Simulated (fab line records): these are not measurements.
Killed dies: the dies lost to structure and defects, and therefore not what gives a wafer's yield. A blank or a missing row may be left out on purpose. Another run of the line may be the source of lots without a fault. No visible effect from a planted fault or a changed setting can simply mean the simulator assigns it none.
Split-lot study || flow gf180mcu || 23 wafers read across 5 lots, on a route 602 steps long

THE SPLIT ITSELF
At GF_HV_LDD_IMPLANT_21, the setting energyKev was moved away from the recipe's 25 on 7 of the 23 wafers read, by -8.3% to +7.4%. This setting was run at the recipe's value on the other wafers.

The reading comes from the split's own step.

THE READING
The simulator's own value implant.drpNm, read by no gauge, in nm at GF_HV_LDD_IMPLANT_21. There is no usual value for it anywhere in the file.

{"wafer": "L074.1", "tool, chamber at the split": "implanter-01, 0", "energyKev as run": 26.85, "against the recipe": "+7.4%", "implant.drpNm, nm": 12, "against lot-mates on the recipe": "+0.59"}
{"wafer": "L074.5", "tool, chamber at the split": "implanter-01, 0", "energyKev as run": 26.85, "against the recipe": "+7.4%", "implant.drpNm, nm": 12, "against lot-mates on the recipe": "+0.59"}
{"wafer": "L074.2", "tool, chamber at the split": "implanter-01, 0", "energyKev as run": 25, "against the recipe": "recipe", "implant.drpNm, nm": 11.41, "against lot-mates on the recipe": "-"}
{"wafer": "L074.3", "tool, chamber at the split": "implanter-01, 0", "energyKev as run": 25, "against the recipe": "recipe", "implant.drpNm, nm": 11.41, "against lot-mates on the recipe": "-"}
{"wafer": "L074.6", "tool, chamber at the split": "implanter-01, 0", "energyKev as run": 25, "against the recipe": "recipe", "implant.drpNm, nm": 11.41, "against lot-mates on the recipe": "-"}
{"wafer": "L076.1", "tool, chamber at the split": "implanter-02, 0", "energyKev as run": 25, "against the recipe": "recipe", "implant.drpNm, nm": 11.41, "against lot-mates on the recipe": "-"}
{"wafer": "L076.3", "tool, chamber at the split": "implanter-02, 0", "energyKev as run": 25, "against the recipe": "recipe", "implant.drpNm, nm": 11.41, "against lot-mates on the recipe": "-"}
{"wafer": "L076.6", "tool, chamber at the split": "implanter-02, 0", "energyKev as run": 25, "against the recipe": "recipe", "implant.drpNm, nm": 11.41, "against lot-mates on the recipe": "-"}
{"wafer": "L080.1", "tool, chamber at the split": "implanter-02, 0", "energyKev as run": 25, "against the recipe": "recipe", "implant.drpNm, nm": 11.41, "against lot-mates on the recipe": "-"}
{"wafer": "L080.2", "tool, chamber at the split": "implanter-02, 0", "energyKev as run": 25, "against the recipe": "recipe", "implant.drpNm, nm": 11.41, "against lot-mates on the recipe": "-"}
{"wafer": "L080.3", "tool, chamber at the split": "implanter-02, 0", "energyKev as run": 25, "against the recipe": "recipe", "implant.drpNm, nm": 11.41, "against lot-mates on the recipe": "-"}
{"wafer": "L080.4", "tool, chamber at the split": "implanter-02, 0", "energyKev as run": 25, "against the recipe": "recipe", "implant.drpNm, nm": 11.41, "against lot-mates on the recipe": "-"}
{"wafer": "L080.5", "tool, chamber at the split": "implanter-02, 0", "energyKev as run": 25, "against the recipe": "recipe", "implant.drpNm, nm": 11.41, "against lot-mates on the recipe": "-"}
{"wafer": "L082.1", "tool, chamber at the split": "implanter-03, 0", "energyKev as run": 26.79, "against the recipe": "+7.2%", "implant.drpNm, nm": 11.98, "against lot-mates on the recipe": "+0.57"}
{"wafer": "L082.3", "tool, chamber at the split": "implanter-03, 0", "energyKev as run": 26.79, "against the recipe": "+7.2%", "implant.drpNm, nm": 11.98, "against lot-mates on the recipe": "+0.57"}
{"wafer": "L082.6", "tool, chamber at the split": "implanter-03, 0", "energyKev as run": 26.79, "against the recipe": "+7.2%", "implant.drpNm, nm": 11.98, "against lot-mates on the recipe": "+0.57"}
{"wafer": "L082.2", "tool, chamber at the split": "implanter-03, 0", "energyKev as run": 25, "against the recipe": "recipe", "implant.drpNm, nm": 11.41, "against lot-mates on the recipe": "-"}
{"wafer": "L082.4", "tool, chamber at the split": "implanter-03, 0", "energyKev as run": 25, "against the recipe": "recipe", "implant.drpNm, nm": 11.41, "against lot-mates on the recipe": "-"}
{"wafer": "L083.1", "tool, chamber at the split": "implanter-02, 0", "energyKev as run": 25, "against the recipe": "recipe", "implant.drpNm, nm": 11.41, "against lot-mates on the recipe": "-"}
{"wafer": "L083.3", "tool, chamber at the split": "implanter-02, 0", "energyKev as run": 25, "against the recipe": "recipe", "implant.drpNm, nm": 11.41, "against lot-mates on the recipe": "-"}
{"wafer": "L083.6", "tool, chamber at the split": "implanter-02, 0", "energyKev as run": 25, "against the recipe": "recipe", "implant.drpNm, nm": 11.41, "against lot-mates on the recipe": "-"}
{"wafer": "L083.4", "tool, chamber at the split": "implanter-02, 0", "energyKev as run": 22.92, "against the recipe": "-8.3%", "implant.drpNm, nm": 10.73, "against lot-mates on the recipe": -0.68}
{"wafer": "L083.5", "tool, chamber at the split": "implanter-02, 0", "energyKev as run": 22.92, "against the recipe": "-8.3%", "implant.drpNm, nm": 10.73, "against lot-mates on the recipe": -0.68}

FIT RESULTS
A straight line over all 23 wafers: implant.drpNm changes by +0.0805 nm for each +1% of energyKev; r = +1.00; the points scatter about the line by 0.0037 nm.
The same after taking each lot's own level away (the mean of its wafers on the recipe; 23 wafers): +0.0805 nm for each +1%; r = +1.00; scatter 0.0037 nm.
According to that fit, moving energyKev by its largest amount changes the reading by 0.67 nm.
The lots' own levels span 11.410 to 11.410 nm.
Consequently the slope shifts little with the lot-to-lot level, the two slopes agreeing.
Check: with one of the wafers moved furthest among these (-8.3%) left out of the fit, the line predicts -0.669 nm for it against its lot-mates. Against them it came out at -0.68 nm.

OTHER SPLITS ON THESE WAFERS
These wafers also went through other splits before the reading. Each is held against what the fit with the lots' levels taken away leaves over:
{"other split on the same wafers": "GF_STI_OXIDATION_21 oxTimeS", "wafers away from the commonest value": 18, "r with implant.drpNm (lot level and that fit taken away)": -0.11}
{"other split on the same wafers": "GF_STI_OXIDATION_29 oxTimeS", "wafers away from the commonest value": 15, "r with implant.drpNm (lot level and that fit taken away)": "+0.29"}
{"other split on the same wafers": "GF_NWELL_COAT_02 resistThkNm", "wafers away from the commonest value": 8, "r with implant.drpNm (lot level and that fit taken away)": -0.01}
{"other split on the same wafers": "GF_NWELL_IMPLANT_09 energyKev", "wafers away from the commonest value": 9, "r with implant.drpNm (lot level and that fit taken away)": -0.04}
{"other split on the same wafers": "GF_VT_IMPLANT_IMPLANT_08 doseCm2", "wafers away from the commonest value": 4, "r with implant.drpNm (lot level and that fit taken away)": -0.17}
{"other split on the same wafers": "GF_DUAL_GATE_OXIDATION_02 tempC", "wafers away from the commonest value": 15, "r with implant.drpNm (lot level and that fit taken away)": -0.30}
{"other split on the same wafers": "GF_DUAL_GATE_COAT_06 resistThkNm", "wafers away from the commonest value": 8, "r with implant.drpNm (lot level and that fit taken away)": -0.03}
{"other split on the same wafers": "GF_HV_LDD_DEVELOP_06 developTimeS", "wafers away from the commonest value": 5, "r with implant.drpNm (lot level and that fit taken away)": "+0.05"}

THE WHOLE CHAIN: every reading that the file lists as answering this split, in the file's order
{"step": "GF_HV_LDD_IMPLANT_21", "what it does": "", "reading": "implant.rpNm (the simulator's own value, which no gauge read)", "change (the file's fit)": "+0.164 nm for each +1% of the setting", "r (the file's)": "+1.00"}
{"step": "GF_HV_LDD_IMPLANT_21", "what it does": "", "reading": "implant.drpNm (the simulator's own value, which no gauge read)", "change (the file's fit)": "+0.0803 nm for each +1% of the setting", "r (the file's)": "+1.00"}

THE FILE'S OWN FIT
implant.drpNm changes by +0.0803 nm for each +1% of energyKev, r = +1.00.
